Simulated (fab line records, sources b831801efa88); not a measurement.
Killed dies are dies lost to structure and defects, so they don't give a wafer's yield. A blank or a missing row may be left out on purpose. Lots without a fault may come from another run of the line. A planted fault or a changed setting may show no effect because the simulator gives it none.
Chamber matching | flow sky130 | SKY_CAPM_CVD_00 on pecvd-03: 3 sister chambers
The step deposits SiO2, target thk 15.5 nm. 14 wafers are shown with their chamber, then 7 later ones without.

WAFERS WITH THEIR CHAMBER
wafer  | chamber | heater_power_outer_w (W) | heater_power_w (W)
L816.1 | 1       | 551                      | 779
L816.4 | 1       | 531                      | 775
L816.5 | 0       | 469                      | 715
L820.1 | 0       | 483                      | 759
L820.3 | 2       | 439                      | 683
L820.4 | 2       | 433                      | 713
L821.1 | 2       | 383                      | 637
L821.2 | 1       | 529                      | 794
L821.4 | 1       | 540                      | 778
L822.3 | 1       | 450                      | 674
L822.5 | 2       | 474                      | 739
L822.6 | 0       | 541                      | 845
L824.1 | 0       | 505                      | 797
L824.2 | 1       | 534                      | 775

SIGNATURES (means of the wafers above)
reading              | chamber 0 | chamber 1 | chamber 2 | scatter within a chamber
heater_power_outer_w | 499.50    | 522.50    | 432.25    | 35.4
heater_power_w       | 779.00    | 762.50    | 693.00    | 47.3
Rule: a wafer's distance from a chamber is the root of the sum, over the readings, of the square of ((its reading less the chamber's mean) divided by the reading's scatter). The wafer belongs to the nearest chamber; if the next one is less than 2 further off, it can't be placed. The scatter: the root of (the sum of the squares of (reading less its chamber's mean) over the shown wafers, divided by (wafers less chambers)).

WAFERS WITHOUT THEIR CHAMBER
wafer  | heater_power_outer_w (W) | heater_power_w (W)
L824.4 | 430                      | 698
L827.1 | 518                      | 793
L827.3 | 466                      | 732
L827.6 | 465                      | 751
L829.2 | 428                      | 689
L829.4 | 470                      | 701
L829.6 | 427                      | 670

WHICH CHAMBER EACH WENT THROUGH
wafer  | from the rows above          | in truth
L824.4 | 2                            | 2
L827.1 | can't be placed: 0 or 1      | 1
L827.3 | can't be placed: 2 or 0 or 1 | 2
L827.6 | can't be placed: 0 or 2 or 1 | 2
L829.2 | 2                            | 2
L829.4 | can't be placed: 2 or 0 or 1 | 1
L829.6 | 2                            | 2
Placed correctly: 3 of 7. Can't be placed from these rows: 4 (the true chamber is among the candidates in 4). Placed wrongly: 0.
